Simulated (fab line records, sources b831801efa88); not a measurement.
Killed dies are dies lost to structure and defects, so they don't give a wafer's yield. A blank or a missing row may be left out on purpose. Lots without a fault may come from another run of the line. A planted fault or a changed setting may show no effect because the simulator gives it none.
fab line records | flow gf180mcu | part 2 of 2: steps 27 to 35 of 35
record lots=5 wafers=15 last_day=34
route steps=602 shown MIM@508 M5@526 V5@540
lots that met no fault: from a run of the same line without faults
start_h: hours from the record's first day to the start of the lot's first wafer shown | wait_h: hours since the lot's step before | " the same as in the row above | L1.1+2: a row that stands for several wafers | - no value, or no start given | * or withheld: withheld | < > ~ a bound
route shown NAME@n: a module of which the file shows steps, and the number in the route of the first | usual: mean/standard deviation of fault-free wafers | same: alike in all rows | chamber/n: place in a boat | sites: the reading at each site | _std_site: their standard deviation | _edge_site: outer sites' mean less inner sites' | radius_mm: how far each site lies from the wafer's centre | mask NAME#n: copy n | behind: the tool/chamber that last shaped the wafer | hold: why the lot was held/for how many hours/how that ended | device: the transistor (n, p or np) that didn't switch | end of line: the same wafers' tests at the end of the route | a step without rows: its recipe alone | killed: dies lost to structure and defects at the first sort, not the wafer's yield | map: a wafer's dies, x killed, . not, _ none there
set.NAME: the setting as run; set.NAME@STEP: as run at that earlier step | model.NAME: the simulator's own value behind a step, which no gauge read
lots at some steps of the route; a table a step, a row a wafer
services: from which hour (start_h, from the record's first day; less than 0 if before it) a tool's chamber was out of use, for how many hours, and why
## steps
# step GF_M5_OVL_MEAS_08
# usual M5_OVL=-2/5.2
# columns lot.wafer tool chamber start_h wait_h M5_OVL[nm]
L077.1 overlay-02 - 636.58 0.1 0
L077.4 " - " " 4
L077.6 " - " " 3
L083.2 overlay-02 - 678.54 0.1 -1
L083.3 " - " " 2
L083.4 " - " " -6
L085.1 overlay-01 - 694.31 0.1 3
L085.3 " - " " -6
L085.6 " - " " -2
L092.1 overlay-01 - 736.59 0.1 2
L092.2 " - " " 2
L092.5 " - " " -1
L097.1 overlay-01 - 762.34 0.1 -6
L097.2 " - " " -13
L097.6 " - " " -10
# step GF_M5_ETCH_09
# recipe chemistry=CF4/O2 target=Si3N4 target_depth_nm=52 source_w=800 bias_w=150 pressure_mtorr=150 cf4_flow_sccm=80 O2_flow_sccm=10 time_s=11.6
# usual O2_flow_sccm=10.01/0.039 drypump_motor_current_A=5.7/0.43 oes_product_au=0.999/0.0092 throttle_valve_pct=5.970/0.01
# columns lot.wafer tool chamber start_h wait_h O2_flow_sccm drypump_motor_current_A oes_product_au rf_hours_counter_h throttle_valve_pct
L077.1 rie_diel-01 0 636.62 0.0 10.01 5.1 1.007 41 5.964
L077.4 " 3 " " 9.94 6.0 1.010 5 5.965
L077.6 " 1 " " 9.97 5.5 1.008 - 5.957
L083.2 rie_diel-04 3 678.57 0.0 10.00 5.8 1.015 15 5.983
L083.3 " 2 " " 9.99 5.8 0.998 30 5.983
L083.4 " 1 " " 10.02 5.8 0.993 9 5.971
L085.1 rie_diel-03 2 694.34 0.0 9.99 5.3 1.012 3 5.977
L085.3 " 0 " " 9.98 6.5 1.012 29 5.985
L085.6 " 2 " " 9.99 5.3 1.003 - 5.970
L092.1 rie_diel-04 2 736.63 0.0 9.98 5.8 0.995 33 5.975
L092.2 " 0 " " 10.00 5.5 0.983 7 5.973
L092.5 " 1 " " 10.04 5.7 0.991 - 5.956
L097.1 rie_diel-03 2 762.38 0.0 10.00 5.3 0.993 6 5.976
L097.2 " 3 " " 10.29 6.0 1.000 12 5.970
L097.6 " 3 " " 9.99 6.0 1.009 - 5.974
# step GF_M5_METAL_ETCH_10
# recipe chemistry=Cl2/BCl3 mask_material=KrF target_depth_nm=627.5 stop_on=SiO2 pressure_mtorr=8 icp_w=800 bias_w=140 Cl2_flow_sccm=80 bcl3_flow_sccm=40 time_s=104.6
# usual bcl3_flow_sccm=39.97/0.13 drypump_motor_current_A=5.82/0.25 oes_product_au=0.973/0.0062 throttle_valve_pct=28.250/0.01
# columns lot.wafer tool chamber start_h wait_h bcl3_flow_sccm drypump_motor_current_A oes_product_au rf_hours_counter_h throttle_valve_pct
L077.1 rie_metal-02 1 636.64 0.0 40.18 5.98 0.967 3 28.265
L077.4 " 1 " " 40.02 5.98 0.971 - 28.249
L077.6 " 0 " " 39.78 6.09 0.977 - 28.242
L083.2 rie_metal-02 1 678.60 0.0 40.10 5.98 0.964 5 28.246
L083.3 " 0 " " 39.80 6.07 0.972 - 28.238
L083.4 " 1 " " 40.24 5.97 0.962 - 28.272
L085.1 rie_metal-01 1 694.37 0.0 39.87 5.45 0.962 14 28.245
L085.3 " 0 " " 40.02 5.74 0.980 - 28.238
L085.6 " 1 " " 40.16 5.45 0.971 - 28.248
L092.1 rie_metal-01 1 736.65 0.0 40.04 5.46 0.976 16 28.240
L092.2 " 0 " " 40.11 5.72 0.970 9 28.246
L092.5 " 1 " " 40.18 5.45 0.968 - 28.271
L097.1 rie_metal-01 0 762.40 0.0 39.88 5.72 0.959 11 28.266
L097.2 " 1 " " 40.20 5.46 0.977 0 28.254
L097.6 " 0 " " 39.81 5.75 0.974 - 28.244
# step GF_M5_STRIP_11
# recipe chemistry=O2/N2 power_w=1400 pressure_mtorr=1500 platen_temp_c=250 o2_flow_sccm=3000 n2_flow_sccm=300 overash_fraction=0.5
# usual drypump_motor_current_A=5.8/0.54 heater_power_w=355/36 o2_flow_sccm=2999/8.4 oes_product_au=0.543/0.0057 strip_time_to_endpoint_s=7.52/0.05
# columns lot.wafer tool chamber start_h wait_h drypump_motor_current_A heater_power_w o2_flow_sccm oes_product_au rf_hours_counter_h strip_time_to_endpoint_s
L077.1 plasma_asher-03 1 636.75 0.1 5.1 336 2993 0.539 54 7.45
L077.4 " 0 " " 5.3 344 3002 0.526 - 7.38
L077.6 " 1 " " 5.1 319 2979 0.545 - 7.53
L083.2 plasma_asher-03 0 678.71 0.1 5.4 349 3008 0.541 59 7.42
L083.3 " 0 " " 5.4 352 3000 0.536 - 7.47
L083.4 " 1 " " 5.1 335 3007 0.527 - 7.40
L085.1 plasma_asher-01 0 694.48 0.1 6.7 416 3014 0.545 106 7.56
L085.3 " 1 " " 6.0 323 2991 0.548 - 7.53
L085.6 " 1 " " 6.0 317 2996 0.542 - 7.58
L092.1 plasma_asher-02 1 736.76 0.1 5.8 343 3001 0.546 97 7.59
L092.2 " 0 " " 6.0 370 3007 0.540 97 7.55
L092.5 " 0 " " 5.9 370 3005 0.550 - 7.63
L097.1 plasma_asher-01 0 762.51 0.1 6.7 417 2999 0.545 2 7.49
L097.2 " 1 " " 6.0 347 2984 0.537 2 7.59
L097.6 " 0 " " 6.6 428 2995 0.549 - 7.51
# step GF_M5_STRIP_12
# recipe chemistry=post_etch_residue_remover time_s=1200 temp_c=72.5
# columns lot.wafer tool chamber start_h wait_h
L077.1+4+6 wet_bench-03 2 636.85 0.1
L083.2+3+4 wet_bench-03 0 678.81 0.1
L085.1+3+6 wet_bench-03 0 694.58 0.1
L092.1+2+5 wet_bench-04 0 736.86 0.1
L097.1+2+6 wet_bench-02 2 762.61 0.1
# step GF_M5_CLEAN_13
# recipe chemistry=DIW dry=n2_spin
# columns lot.wafer tool chamber start_h wait_h
L077.1+4+6 wet_bench-04 1 637.20 0.0
L083.2+3+4 wet_bench-02 1 679.15 0.0
L085.1+3+6 wet_bench-02 0 694.92 0.0
L092.1+2+5 wet_bench-03 3 737.21 0.0
L097.1+2+6 wet_bench-04 1 762.96 0.0
# step GF_V5_CVD_00
# recipe material=SiO2 target_thk_nm=300 sigma_open_frac=0.3 temp_c=400 time_s=50 sih4_flow_sccm=60 pressure_mtorr=6
# columns lot.wafer tool chamber start_h wait_h
L077.1+4+6 hdpcvd-01 0,1,2 637.30 0.0
L083.2+3+4 hdpcvd-02 2,0,0 679.24 0.0
L085.1+3+6 hdpcvd-02 0,2,1 695.02 0.0
L092.1+2+5 hdpcvd-02 2,1,2 737.31 0.0
L097.1+2+6 hdpcvd-02 2,1,0 763.05 0.0
# step GF_V5_THK_MEAS_01
# recipe reads=SiO2_of_V5_CVD_00
# usual V5_CVD_00_THK=301/3.1
# columns lot.wafer tool chamber start_h wait_h V5_CVD_00_THK[nm]
L077.1 film_metro-01 - 637.34 0.0 305
L077.4 " - " " 299
L077.6 " - " " 299
L083.2 film_metro-03 - 679.30 0.0 298
L083.3 " - " " 301
L083.4 " - " " 301
L085.1 film_metro-01 - 695.06 0.0 303
L085.3 " - " " 300
L085.6 " - " " 305
L092.1 film_metro-03 - 737.35 0.0 302
L092.2 " - " " 301
L092.5 " - " " 301
L097.1 film_metro-01 - 763.09 0.0 297
L097.2 " - " " 301
L097.6 " - " " 299
# step GF_V5_CVD_02
# recipe material=SiO2 target_thk_nm=1450 precursor=TEOS temp_c=400 time_s=163.28 rf_w=600
# usual heater_power_w=692/130
# columns lot.wafer tool chamber start_h wait_h heater_power_w
L077.1 pecvd-02 2 637.40 0.1 603
L077.4 " 0 " " 920
L077.6 " 1 " " 746
L083.2 pecvd-03 2 679.35 0.0 666
L083.3 " 1 " " 669
L083.4 " 2 " " 538
L085.1 pecvd-02 2 695.12 0.1 510
L085.3 " 1 " " 825
L085.6 " 1 " " 909
L092.1 pecvd-04 0 737.41 0.1 604
L092.2 " 1 " " 668
L092.5 " 1 " " 750
L097.1 pecvd-04 1 763.15 0.1 676
L097.2 " 0 " " 698
L097.6 " 2 " " 819
## services
# columns tool chamber start_h hours kind
krf_scanner-02 - 589.45 3.6 pm
pecvd-02 - 591.12 14.0 pm
rie_metal-01 - 597.68 0.8 repair
krf_scanner-02 - 598.03 1.3 pm
pecvd-02 0 602.97 7.3 repair
krf_scanner-02 - 626.45 1.0 pm
hdpcvd-02 1 635.82 2.5 repair
wet_bench-02 - 640.15 2.9 repair
pvd_sputter-03 - 642.77 6.2 repair
iline_stepper-01 - 649.43 8.9 pm
wet_bench-03 - 656.57 12.8 repair
krf_scanner-02 - 669.73 0.8 pm
pecvd-02 2 678.13 13.8 repair
krf_scanner-02 - 685.64 0.9 repair
krf_scanner-02 - 691.02 2.6 repair
rie_metal-01 0 712.47 10.6 repair
plasma_asher-01 - 713.91 0.3 repair
hdpcvd-02 0 721.20 4.7 repair
rie_metal-01 1 722.40 4.7 repair
pecvd-02 - 725.00 6.0 pm
plasma_asher-01 - 730.99 2.2 repair
krf_scanner-02 - 732.40 5.6 repair
plasma_asher-01 - 733.75 9.0 pm
pecvd-02 1 753.65 35.8 repair
